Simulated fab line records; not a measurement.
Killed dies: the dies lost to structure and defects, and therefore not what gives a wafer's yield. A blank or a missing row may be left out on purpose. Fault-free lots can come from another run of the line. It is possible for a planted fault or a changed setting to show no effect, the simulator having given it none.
Which tool did it? / flow gf180mcu / 72 wafers from 24 lots sampled at 6 of the route's 602 steps

WHAT THE GAUGES SHOWED, per wafer
GF_STI_THK_MEAS_24.
lot=L074; measured=day 2 03:26; on=film_metro-03; STI_CVD_23_THK (nm)=624 641 627
lot=L075; measured=day 2 10:01; on=film_metro-02; STI_CVD_23_THK (nm)=634 634 629
lot=L076; measured=day 2 13:48; on=film_metro-02; STI_CVD_23_THK (nm)=646 643 639
lot=L077; measured=day 2 18:59; on=film_metro-03; STI_CVD_23_THK (nm)=639 631 634
lot=L078; measured=day 3 02:40; on=film_metro-03; STI_CVD_23_THK (nm)=635 648 637
lot=L079; measured=day 3 05:26; on=film_metro-04; STI_CVD_23_THK (nm)=637 644 640
lot=L080; measured=day 3 11:34; on=film_metro-02; STI_CVD_23_THK (nm)=640 639 644
lot=L081; measured=day 3 17:50; on=film_metro-02; STI_CVD_23_THK (nm)=641 629 640
lot=L082; measured=day 4 00:16; on=film_metro-03; STI_CVD_23_THK (nm)=639 642 643
lot=L083; measured=day 4 07:10; on=film_metro-04; STI_CVD_23_THK (nm)=641 634 629
lot=L084; measured=day 4 07:12; on=film_metro-03; STI_CVD_23_THK (nm)=638 635 626
lot=L085; measured=day 4 18:15; on=film_metro-03; STI_CVD_23_THK (nm)=645 643 647
lot=L086; measured=day 4 20:55; on=film_metro-03; STI_CVD_23_THK (nm)=639 625 643
lot=L087; measured=day 5 06:26; on=film_metro-03; STI_CVD_23_THK (nm)=643 644 637
lot=L089; measured=day 5 08:43; on=film_metro-04; STI_CVD_23_THK (nm)=640 642 645
lot=L088; measured=day 5 08:57; on=film_metro-04; STI_CVD_23_THK (nm)=642 629 639
lot=L090; measured=day 5 15:33; on=film_metro-04; STI_CVD_23_THK (nm)=638 641 633
lot=L091; measured=day 5 23:34; on=film_metro-04; STI_CVD_23_THK (nm)=648 645 640
lot=L092; measured=day 6 02:11; on=film_metro-02; STI_CVD_23_THK (nm)=638 643 650
lot=L094; measured=day 6 10:54; on=film_metro-04; STI_CVD_23_THK (nm)=632 636 645
lot=L093; measured=day 6 11:02; on=film_metro-03; STI_CVD_23_THK (nm)=651 643 648
lot=L095; measured=day 6 17:40; on=film_metro-03; STI_CVD_23_THK (nm)=634 642 642
lot=L096; measured=day 6 22:27; on=film_metro-04; STI_CVD_23_THK (nm)=642 631 643
lot=L097; measured=day 7 04:40; on=film_metro-02; STI_CVD_23_THK (nm)=640 638 645

GF_VT_IMPLANT_OVL_MEAS_07.
lot=L074; measured=day 5 13:15; on=overlay-02; VT_IMPLANT_OVL (nm)=-0.5 1.4 -0.8
lot=L075; measured=day 5 19:28; on=overlay-01; VT_IMPLANT_OVL (nm)=0.5 0.6 -0.4
lot=L076; measured=day 5 23:25; on=overlay-02; VT_IMPLANT_OVL (nm)=-3.5 -3.1 -3.1
lot=L077; measured=day 6 06:50; on=overlay-02; VT_IMPLANT_OVL (nm)=1.5 -0.3 -1.1
lot=L078; measured=day 6 15:33; on=overlay-02; VT_IMPLANT_OVL (nm)=-3.0 -1.1 -2.7
lot=L079; measured=day 6 20:16; on=overlay-01; VT_IMPLANT_OVL (nm)=1.9 1.4 2.2
lot=L080; measured=day 7 01:01; on=overlay-02; VT_IMPLANT_OVL (nm)=-3.5 -2.5 -2.6
lot=L081; measured=day 7 10:02; on=overlay-02; VT_IMPLANT_OVL (nm)=0.3 -0.1 0.6
lot=L082; measured=day 7 21:26; on=overlay-01; VT_IMPLANT_OVL (nm)=-0.2 0.9 1.3
lot=L083; measured=day 8 10:31; on=overlay-01; VT_IMPLANT_OVL (nm)=-2.9 -1.0 -0.6
lot=L084; measured=day 8 11:08; on=overlay-02; VT_IMPLANT_OVL (nm)=-3.6 -4.8 -5.0
lot=L085; measured=day 8 21:26; on=overlay-01; VT_IMPLANT_OVL (nm)=0.5 0.9 3.2
lot=L086; measured=day 8 21:52; on=overlay-01; VT_IMPLANT_OVL (nm)=-0.4 -1.8 -1.9
lot=L087; measured=day 9 08:28; on=overlay-01; VT_IMPLANT_OVL (nm)=0.7 -0.5 -0.8
lot=L089; measured=day 9 08:59; on=overlay-02; VT_IMPLANT_OVL (nm)=-0.7 -0.8 -0.5
lot=L088; measured=day 9 09:20; on=overlay-01; VT_IMPLANT_OVL (nm)=1.2 2.0 0.9
lot=L090; measured=day 9 19:02; on=overlay-01; VT_IMPLANT_OVL (nm)=-0.2 -0.1 -0.4
lot=L091; measured=day 10 07:37; on=overlay-01; VT_IMPLANT_OVL (nm)=-0.1 -0.8 -1.1
lot=L092; measured=day 10 06:44; on=overlay-01; VT_IMPLANT_OVL (nm)=0.1 0.6 -0.3
lot=L094; measured=day 10 21:50; on=overlay-01; VT_IMPLANT_OVL (nm)=-1.1 -0.6 -1.8
lot=L093; measured=day 10 21:36; on=overlay-01; VT_IMPLANT_OVL (nm)=1.2 0.4 1.7
lot=L095; measured=day 11 00:34; on=overlay-01; VT_IMPLANT_OVL (nm)=0.6 0.3 -2.0
lot=L096; measured=day 11 07:26; on=overlay-02; VT_IMPLANT_OVL (nm)=-0.9 -2.1 -1.8
lot=L097; measured=day 11 14:19; on=overlay-02; VT_IMPLANT_OVL (nm)=0.5 -0.4 -0.2

GF_V2_RS_MEAS_24: the measuring method here is four-point-probe.
lot=L074; measured=day 20 00:32; on=film_metro-04; V2_W_RS (ohm/sq)=0.3257 0.3253 0.3287
lot=L075; measured=day 20 06:29; on=film_metro-02; V2_W_RS (ohm/sq)=0.3271 0.3254 0.3261
lot=L076; measured=day 20 20:10; on=film_metro-04; V2_W_RS (ohm/sq)=0.3289 0.3270 0.3290
lot=L077; measured=day 21 02:14; on=film_metro-04; V2_W_RS (ohm/sq)=0.3273 0.3301 0.3267
lot=L078; measured=day 21 23:01; on=film_metro-02; V2_W_RS (ohm/sq)=0.3277 0.3284 0.3274
lot=L079; measured=day 22 00:15; on=film_metro-02; V2_W_RS (ohm/sq)=0.3245 0.3289 0.3278
lot=L080; measured=day 22 09:52; on=film_metro-01; V2_W_RS (ohm/sq)=0.3325 0.3295 0.3249
lot=L081; measured=day 22 23:05; on=film_metro-04; V2_W_RS (ohm/sq)=0.3258 0.3290 0.3271
lot=L082; measured=day 23 21:02; on=film_metro-01; V2_W_RS (ohm/sq)=0.3186 0.3214 0.3235
lot=L083; measured=day 24 05:23; on=film_metro-01; V2_W_RS (ohm/sq)=0.3290 0.3287 0.3265
lot=L084; measured=day 24 08:38; on=film_metro-04; V2_W_RS (ohm/sq)=0.3268 0.3255 0.3236
lot=L085; measured=day 24 22:05; on=film_metro-01; V2_W_RS (ohm/sq)=0.3254 0.3230 0.3218
lot=L086; measured=day 25 02:27; on=film_metro-01; V2_W_RS (ohm/sq)=0.3277 0.3251 0.3268
lot=L087; measured=day 25 08:33; on=film_metro-04; V2_W_RS (ohm/sq)=0.3299 0.3271 0.3306
lot=L089; measured=day 25 13:25; on=film_metro-02; V2_W_RS (ohm/sq)=0.3292 0.3286 0.3238
lot=L088; measured=day 25 20:49; on=film_metro-01; V2_W_RS (ohm/sq)=0.3296 0.3335 0.3306
lot=L090; measured=day 26 01:01; on=film_metro-02; V2_W_RS (ohm/sq)=0.3261 0.3280 0.3276
lot=L091; measured=day 26 15:05; on=film_metro-01; V2_W_RS (ohm/sq)=0.3288 0.3266 0.3334
lot=L092; measured=day 26 13:37; on=film_metro-01; V2_W_RS (ohm/sq)=0.3235 0.3250 0.3238
lot=L094; measured=day 27 08:02; on=film_metro-02; V2_W_RS (ohm/sq)=0.3281 0.3302 0.3309
lot=L093; measured=day 27 06:16; on=film_metro-04; V2_W_RS (ohm/sq)=0.3230 0.3294 0.3263
lot=L095; measured=day 27 12:03; on=film_metro-01; V2_W_RS (ohm/sq)=0.3264 0.3263 0.3283
lot=L096; measured=day 27 18:50; on=film_metro-02; V2_W_RS (ohm/sq)=0.3247 0.3251 0.3248
lot=L097; measured=day 28 01:16; on=film_metro-04; V2_W_RS (ohm/sq)=0.3261 0.3232 0.3259

GF_V5_CD_MEAS_14: target cd 260 nm.
lot=L074; measured=day 26 23:07; on=cd_sem-01; cd_nm (nm)=260.7 261.6 260.5
lot=L075; measured=day 27 04:17; on=cd_sem-02; cd_nm (nm)=260.7 260.5 260.2
lot=L076; measured=day 27 15:52; on=cd_sem-02; cd_nm (nm)=259.2 259.3 258.5
lot=L077; measured=day 27 21:07; on=cd_sem-01; cd_nm (nm)=259.3 260.2 260.6
lot=L078; measured=day 28 13:22; on=cd_sem-02; cd_nm (nm)=260.0 261.8 260.5
lot=L079; measured=day 28 15:20; on=cd_sem-02; cd_nm (nm)=261.7 262.7 261.6
lot=L080; measured=day 28 23:49; on=cd_sem-02; cd_nm (nm)=259.7 260.7 259.7
lot=L081; measured=day 29 10:10; on=cd_sem-01; cd_nm (nm)=259.7 260.1 259.5
lot=L082; measured=day 30 03:22; on=cd_sem-01; cd_nm (nm)=258.8 257.8 257.6
lot=L083; measured=day 30 12:13; on=cd_sem-01; cd_nm (nm)=260.6 259.3 259.5
lot=L084; measured=day 30 12:59; on=cd_sem-01; cd_nm (nm)=259.5 259.1 260.8
lot=L085; measured=day 31 00:58; on=cd_sem-01; cd_nm (nm)=262.2 261.6 260.4
lot=L086; measured=day 31 04:34; on=cd_sem-01; cd_nm (nm)=260.7 259.9 261.2
lot=L087; measured=day 31 09:27; on=cd_sem-01; cd_nm (nm)=261.5 262.1 261.1
lot=L089; measured=day 31 13:04; on=cd_sem-02; cd_nm (nm)=259.4 259.2 258.0
lot=L088; measured=day 31 19:03; on=cd_sem-02; cd_nm (nm)=259.7 259.6 258.9
lot=L090; measured=day 31 23:44; on=cd_sem-02; cd_nm (nm)=259.0 258.3 259.1
lot=L091; measured=day 32 12:56; on=cd_sem-01; cd_nm (nm)=260.9 261.2 260.2
lot=L092; measured=day 32 09:04; on=cd_sem-01; cd_nm (nm)=261.0 260.4 260.5
lot=L094; measured=day 33 00:17; on=cd_sem-01; cd_nm (nm)=260.5 259.6 260.3
lot=L093; measured=day 32 21:52; on=cd_sem-01; cd_nm (nm)=259.1 258.9 260.5
lot=L095; measured=day 33 01:58; on=cd_sem-01; cd_nm (nm)=261.1 261.6 262.0
lot=L096; measured=day 33 09:47; on=cd_sem-01; cd_nm (nm)=260.8 261.4 261.3
lot=L097; measured=day 33 13:26; on=cd_sem-02; cd_nm (nm)=260.0 259.4 259.1

EACH LOT AND THE TOOL THAT RAN IT (in order: tool; ch and the chambers of the sampled wafers; start)
lot=L074; GF_MIM_SPUTTER_00=pvd_sputter-01, day 24 05:50; GF_M5_ETCH_09=rie_diel-03 ch 0,3, day 26 01:17
lot=L075; GF_MIM_SPUTTER_00=pvd_sputter-04, day 24 09:44; GF_M5_ETCH_09=rie_diel-03 ch 0,1,2, day 26 06:11
lot=L076; GF_MIM_SPUTTER_00=pvd_sputter-04, day 24 22:53; GF_M5_ETCH_09=rie_diel-01 ch 0,1,3, day 26 18:06
lot=L077; GF_MIM_SPUTTER_00=pvd_sputter-01, day 25 04:52; GF_M5_ETCH_09=rie_diel-01 ch 0,1,2, day 26 23:49
lot=L078; GF_MIM_SPUTTER_00=pvd_sputter-04, day 25 22:41; GF_M5_ETCH_09=rie_diel-01 ch 0,1,3, day 27 16:08
lot=L079; GF_MIM_SPUTTER_00=pvd_sputter-01, day 26 01:01; GF_M5_ETCH_09=rie_diel-01 ch 0,2,3, day 27 17:48
lot=L080; GF_MIM_SPUTTER_00=pvd_sputter-01, day 26 09:20; GF_M5_ETCH_09=rie_diel-03 ch 0,1,3, day 28 02:27
lot=L081; GF_MIM_SPUTTER_00=pvd_sputter-01, day 26 20:47; GF_M5_ETCH_09=rie_diel-02 ch 0,2,3, day 28 14:00
lot=L082; GF_MIM_SPUTTER_00=pvd_sputter-02, day 27 15:43; GF_M5_ETCH_09=rie_diel-03 ch 0,1,3, day 29 07:17
lot=L083; GF_MIM_SPUTTER_00=pvd_sputter-02, day 28 00:06; GF_M5_ETCH_09=rie_diel-01 ch 1,2,3, day 29 15:41
lot=L084; GF_MIM_SPUTTER_00=pvd_sputter-01, day 28 02:16; GF_M5_ETCH_09=rie_diel-03 ch 0,3, day 29 17:14
lot=L085; GF_MIM_SPUTTER_00=pvd_sputter-04, day 28 15:41; GF_M5_ETCH_09=rie_diel-03 ch 1,2, day 30 06:07
lot=L086; GF_MIM_SPUTTER_00=pvd_sputter-01, day 28 19:10; GF_M5_ETCH_09=rie_diel-02 ch 2,3, day 30 09:24
lot=L087; GF_MIM_SPUTTER_00=pvd_sputter-04, day 29 00:37; GF_M5_ETCH_09=rie_diel-01 ch 1,2,3, day 30 14:20
lot=L089; GF_MIM_SPUTTER_00=pvd_sputter-04, day 29 04:10; GF_M5_ETCH_09=rie_diel-03 ch 1,3, day 30 17:53
lot=L088; GF_MIM_SPUTTER_00=pvd_sputter-01, day 29 10:28; GF_M5_ETCH_09=rie_diel-03 ch 0,1,3, day 31 00:24
lot=L090; GF_MIM_SPUTTER_00=pvd_sputter-02, day 29 16:20; GF_M5_ETCH_09=rie_diel-03 ch 0,1,3, day 31 05:04
lot=L091; GF_MIM_SPUTTER_00=pvd_sputter-01, day 30 03:53; GF_M5_ETCH_09=rie_diel-03 ch 0,2,3, day 31 15:26
lot=L092; GF_MIM_SPUTTER_00=pvd_sputter-04, day 30 02:17; GF_M5_ETCH_09=rie_diel-02 ch 1,2, day 31 14:44
lot=L094; GF_MIM_SPUTTER_00=pvd_sputter-04, day 30 18:59; GF_M5_ETCH_09=rie_diel-03 ch 0,2, day 32 06:53
lot=L093; GF_MIM_SPUTTER_00=pvd_sputter-04, day 30 17:10; GF_M5_ETCH_09=rie_diel-03 ch 0,2,3, day 32 03:33
lot=L095; GF_MIM_SPUTTER_00=pvd_sputter-02, day 30 21:31; GF_M5_ETCH_09=rie_diel-02 ch 0,1, day 32 08:34
lot=L096; GF_MIM_SPUTTER_00=pvd_sputter-02, day 31 04:07; GF_M5_ETCH_09=rie_diel-02 ch 0,1,3, day 32 15:47
lot=L097; GF_MIM_SPUTTER_00=pvd_sputter-04, day 31 10:35; GF_M5_ETCH_09=rie_diel-01 ch 1,2, day 32 20:30
- GF_MIM_SPUTTER_00: material Ti, target thk 37.5 nm, time 150 s.
- GF_M5_ETCH_09: etches Si3N4 in CF4/O2, target depth 52 nm, time 11.6 s.

WHAT THE TOOLS THEMSELVES READ (means of the sampled wafers that have a number; where no wafer has one, the mark that the record gives instead)
GF_MIM_SPUTTER_00.
lot=L074; tool=pvd_sputter-01; substrate_temp_c (C)=199.94; throttle_valve_pct (%)=28.8
lot=L075; tool=pvd_sputter-04; substrate_temp_c (C)=199.90; throttle_valve_pct (%)=29.1
lot=L076; tool=pvd_sputter-04; substrate_temp_c (C)=199.93; throttle_valve_pct (%)=30.5
lot=L077; tool=pvd_sputter-01; substrate_temp_c (C)=199.98; throttle_valve_pct (%)=29.5
lot=L078; tool=pvd_sputter-04; substrate_temp_c (C)=199.98; throttle_valve_pct (%)=30.6
lot=L079; tool=pvd_sputter-01; substrate_temp_c (C)=199.86; throttle_valve_pct (%)=29.4
lot=L080; tool=pvd_sputter-01; substrate_temp_c (C)=200.14; throttle_valve_pct (%)=28.6
lot=L081; tool=pvd_sputter-01; substrate_temp_c (C)=199.88; throttle_valve_pct (%)=28.6
lot=L082; tool=pvd_sputter-02; substrate_temp_c (C)=199.93; throttle_valve_pct (%)=29.0
lot=L083; tool=pvd_sputter-02; substrate_temp_c (C)=199.96; throttle_valve_pct (%)=28.6
lot=L084; tool=pvd_sputter-01; substrate_temp_c (C)=200.01; throttle_valve_pct (%)=29.3
lot=L085; tool=pvd_sputter-04; substrate_temp_c (C)=200.05; throttle_valve_pct (%)=30.6
lot=L086; tool=pvd_sputter-01; substrate_temp_c (C)=200.07; throttle_valve_pct (%)=28.4
lot=L087; tool=pvd_sputter-04; substrate_temp_c (C)=200.00; throttle_valve_pct (%)=31.3
lot=L089; tool=pvd_sputter-04; substrate_temp_c (C)=200.05; throttle_valve_pct (%)=30.5
lot=L088; tool=pvd_sputter-01; substrate_temp_c (C)=200.18; throttle_valve_pct (%)=29.0
lot=L090; tool=pvd_sputter-02; substrate_temp_c (C)=199.97; throttle_valve_pct (%)=28.3
lot=L091; tool=pvd_sputter-01; substrate_temp_c (C)=200.03; throttle_valve_pct (%)=29.0
lot=L092; tool=pvd_sputter-04; substrate_temp_c (C)=200.09; throttle_valve_pct (%)=30.2
lot=L094; tool=pvd_sputter-04; substrate_temp_c (C)=199.86; throttle_valve_pct (%)=30.7
lot=L093; tool=pvd_sputter-04; substrate_temp_c (C)=200.15; throttle_valve_pct (%)=31.1
lot=L095; tool=pvd_sputter-02; substrate_temp_c (C)=199.93; throttle_valve_pct (%)=28.7
lot=L096; tool=pvd_sputter-02; substrate_temp_c (C)=199.94; throttle_valve_pct (%)=28.6
lot=L097; tool=pvd_sputter-04; substrate_temp_c (C)=200.06; throttle_valve_pct (%)=30.5

GF_M5_ETCH_09.
lot=L074; tool=rie_diel-03; drypump_motor_current_A (A)=5.3; oes_product_au (a.u.)=0.994; throttle_valve_pct (%)=5.978
lot=L075; tool=rie_diel-03; drypump_motor_current_A (A)=6.0; oes_product_au (a.u.)=0.995; throttle_valve_pct (%)=5.966
lot=L076; tool=rie_diel-01; drypump_motor_current_A (A)=5.5; oes_product_au (a.u.)=1.001; throttle_valve_pct (%)=5.975
lot=L077; tool=rie_diel-01; drypump_motor_current_A (A)=5.3; oes_product_au (a.u.)=1.004; throttle_valve_pct (%)=5.967
lot=L078; tool=rie_diel-01; drypump_motor_current_A (A)=5.5; oes_product_au (a.u.)=1.002; throttle_valve_pct (%)=5.971
lot=L079; tool=rie_diel-01; drypump_motor_current_A (A)=5.6; oes_product_au (a.u.)=0.999; throttle_valve_pct (%)=5.973
lot=L080; tool=rie_diel-03; drypump_motor_current_A (A)=5.7; oes_product_au (a.u.)=0.999; throttle_valve_pct (%)=5.975
lot=L081; tool=rie_diel-02; drypump_motor_current_A (A)=5.8; oes_product_au (a.u.)=1.004; throttle_valve_pct (%)=5.969
lot=L082; tool=rie_diel-03; drypump_motor_current_A (A)=5.7; oes_product_au (a.u.)=0.993; throttle_valve_pct (%)=5.970
lot=L083; tool=rie_diel-01; drypump_motor_current_A (A)=5.4; oes_product_au (a.u.)=0.995; throttle_valve_pct (%)=5.978
lot=L084; tool=rie_diel-03; drypump_motor_current_A (A)=5.6; oes_product_au (a.u.)=0.993; throttle_valve_pct (%)=5.970
lot=L085; tool=rie_diel-03; drypump_motor_current_A (A)=5.9; oes_product_au (a.u.)=0.993; throttle_valve_pct (%)=5.959
lot=L086; tool=rie_diel-02; drypump_motor_current_A (A)=5.5; oes_product_au (a.u.)=1.005; throttle_valve_pct (%)=5.975
lot=L087; tool=rie_diel-01; drypump_motor_current_A (A)=5.4; oes_product_au (a.u.)=0.991; throttle_valve_pct (%)=5.967
lot=L089; tool=rie_diel-03; drypump_motor_current_A (A)=5.8; oes_product_au (a.u.)=1.008; throttle_valve_pct (%)=5.973
lot=L088; tool=rie_diel-03; drypump_motor_current_A (A)=5.8; oes_product_au (a.u.)=0.994; throttle_valve_pct (%)=5.960
lot=L090; tool=rie_diel-03; drypump_motor_current_A (A)=5.7; oes_product_au (a.u.)=0.992; throttle_valve_pct (%)=5.976
lot=L091; tool=rie_diel-03; drypump_motor_current_A (A)=5.5; oes_product_au (a.u.)=0.994; throttle_valve_pct (%)=5.982
lot=L092; tool=rie_diel-02; drypump_motor_current_A (A)=5.1; oes_product_au (a.u.)=1.000; throttle_valve_pct (%)=5.973
lot=L094; tool=rie_diel-03; drypump_motor_current_A (A)=5.8; oes_product_au (a.u.)=0.993; throttle_valve_pct (%)=5.972
lot=L093; tool=rie_diel-03; drypump_motor_current_A (A)=5.6; oes_product_au (a.u.)=0.990; throttle_valve_pct (%)=5.977
lot=L095; tool=rie_diel-02; drypump_motor_current_A (A)=5.9; oes_product_au (a.u.)=1.012; throttle_valve_pct (%)=5.976
lot=L096; tool=rie_diel-02; drypump_motor_current_A (A)=5.5; oes_product_au (a.u.)=1.005; throttle_valve_pct (%)=5.965
lot=L097; tool=rie_diel-01; drypump_motor_current_A (A)=5.1; oes_product_au (a.u.)=1.001; throttle_valve_pct (%)=5.977

THE ANSWER, worked out from the rows above alone
Rule: what is usual is taken from the lots themselves. Put in order of their means at a reading, lots are off if they are a third of the lots or fewer, leave a main group of 4 or more, and stand apart from it by a gap of 3 or more times the standard deviation of the main group's means; of several such gaps the widest counts. The tables above print the reading to a certain number of digits; a main group whose means all agree to those digits is not used. Also off: a lot with no number at a reading for which 4 or more lots have one. Any other lot the step has rows for is counted as sound. Order of review: gauges by route order, followed by the tools' own readings, for which a lot's mean as printed above is used. The first step at which some lot is off is used, and at that step the reading that is off furthest; a lot without a number counts as furthest.
Across all readings shown, no lot is off: no conclusion can be drawn from this.

WHAT THE SIMULATOR HAD PUT IN
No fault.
